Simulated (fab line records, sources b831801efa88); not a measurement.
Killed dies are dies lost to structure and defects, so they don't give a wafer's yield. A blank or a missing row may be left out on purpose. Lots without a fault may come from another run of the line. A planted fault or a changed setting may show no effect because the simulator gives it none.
A struck lot beside a sound one | flow sky130 | 18 steps out of a route of 708
Sound: wafers L465.1, L465.2, L465.6. Struck: wafers L463.2, L463.3, L463.6. The cause comes at the end.
At each step with rows: each side's tool, then ch and its chambers, then its first start. Under that, the readings that differ: sound wafers | struck wafers | difference of the means | sigmas: that difference in standard deviations of wafers without a fault.
alike: readings whose means differ by less than 2 such deviations, and words and numbers that are the same on both sides. not compared: withheld readings, readings that some wafer has no value for, bounds like >300 that may hide the same value, and numbers for which the record gives no deviation and whose values overlap.
The two part at a step that has a row with sigmas, a row that says differs or no value, or rows on one side only. Numbers that don't overlap but have no deviation are shown without sigmas and don't part them. A reading that every wafer of one side lacks parts them only if that side has two wafers or more.

first, 1 step without rows for these wafers: SKY_VT_ADJUST_PCH_IMPLANT_08.
SKY_VT_ADJUST_PCH_STRIP_09: strips in O2/N2.
  sound on plasma_asher-01 ch 0,1, day 13 00:14; struck on plasma_asher-01 ch 0, day 12 10:02
  alike: drypump_motor_current_A, oes_product_au, strip_time_to_endpoint_s
  not compared: rf_hours_counter_h
SKY_VT_ADJUST_PCH_TW_MEAS_10:
  sound on film_metro-01, day 13 00:20; struck on film_metro-01, day 12 10:09
  alike: VT_ADJUST_PCH_TW
then, 7 steps without rows for these wafers: SKY_SONOS_TUNNEL_DEHYDRATE_00 (time 60 s); SKY_SONOS_TUNNEL_HMDS_01 (prime time 60 s); SKY_SONOS_TUNNEL_COAT_02 (resist thk 1140 nm); SKY_SONOS_TUNNEL_SOFTBAKE_03 (time 60 s); SKY_SONOS_TUNNEL_EXPOSE_04 (exposes mask TUNM, target cd 410 nm); SKY_SONOS_TUNNEL_PEB_05; SKY_SONOS_TUNNEL_DEVELOP_06 (develop time 60 s).
SKY_SONOS_TUNNEL_CD_MEAS_07: target cd 410 nm.
  sound on cd_sem-02, day 14 02:07; struck on cd_sem-02, day 13 11:32
  alike: cd_nm
SKY_SONOS_TUNNEL_OVL_MEAS_08:
  sound on overlay-01, day 14 02:14; struck on overlay-02, day 13 11:38
  alike: SONOS_TUNNEL_OVL
SKY_SONOS_TUNNEL_IMPLANT_09:
  sound on implanter-02 ch 0, day 14 02:16; struck on implanter-01 ch 0, day 13 12:01
then, 2 steps without rows for these wafers: SKY_SONOS_TUNNEL_WET_ETCH_10 (etches SiO2 in dHF, target depth 14 nm, time 280 s); SKY_SONOS_TUNNEL_STRIP_11 (strips in SPM, time 600 s).
SKY_SONOS_TUNNEL_TW_MEAS_12:
  sound on film_metro-04, day 14 02:40; struck on film_metro-03, day 13 12:43
  reading         | sound             | struck            | difference | sigmas
  SONOS_TUNNEL_TW | 200.1 200.8 199.7 | 238.7 239.9 239.0 | +39.0      | +24
then, 1 step without rows for these wafers: SKY_SONOS_TUNNEL_CLEAN_13 (cleans in dHF, time 20 s).
-- the record jumps here: 34 days lie between the struck wafers' starts before and after (it left off in module SONOS_TUNNEL and takes up again in module PAD_OPEN, whose first step shown is number 708 of the route) --
SKY_PAD_OPEN_PROBE_99:
  sound on prober-01, day 48 01:43; struck on prober-02, day 47 16:45
  reading                                 | sound                   | struck                  | difference | sigmas
  model.etest.tip_sonos.rs_ohm_sq         | 2691 2675 2690          | 2931 2898 2922          | +232       |
  model.etest.sonos_uncharged.r_on_ohm_um | 819.1 816.8 838.2       | 882.1 874.9 874         | +52.3      |
  model.etest.sonos_baked.vt_v (V)        | 0.9268 0.9346 0.9641    | 1.213 1.258 1.25        | +0.298     |
  model.etest.sonos_programmed.vt_v (V)   | 1.438 1.412 1.448       | 1.757 1.74 1.779        | +0.326     |
  model.etest.sonos_uncharged.vt_v (V)    | -0.4193 -0.4418 -0.4239 | -0.1863 -0.2312 -0.2208 | +0.2156    |
  model.etest.sonos_erased.vt_v (V)       | -2.211 -2.197 -2.218    | -2.091 -2.145 -2.111    | +0.093     |
  alike: killed_at_M0_to_M3, killed_at_M4_up, killed_at_contacts, killed_at_front_end, killed_at_other, killed_dies, killed_open, killed_short

WHERE THEY PART
Only at SKY_SONOS_TUNNEL_TW_MEAS_12, within this record. Later steps at which nothing parts them and some readings are alike: SKY_PAD_OPEN_PROBE_99.

WHY: what the simulator had put in
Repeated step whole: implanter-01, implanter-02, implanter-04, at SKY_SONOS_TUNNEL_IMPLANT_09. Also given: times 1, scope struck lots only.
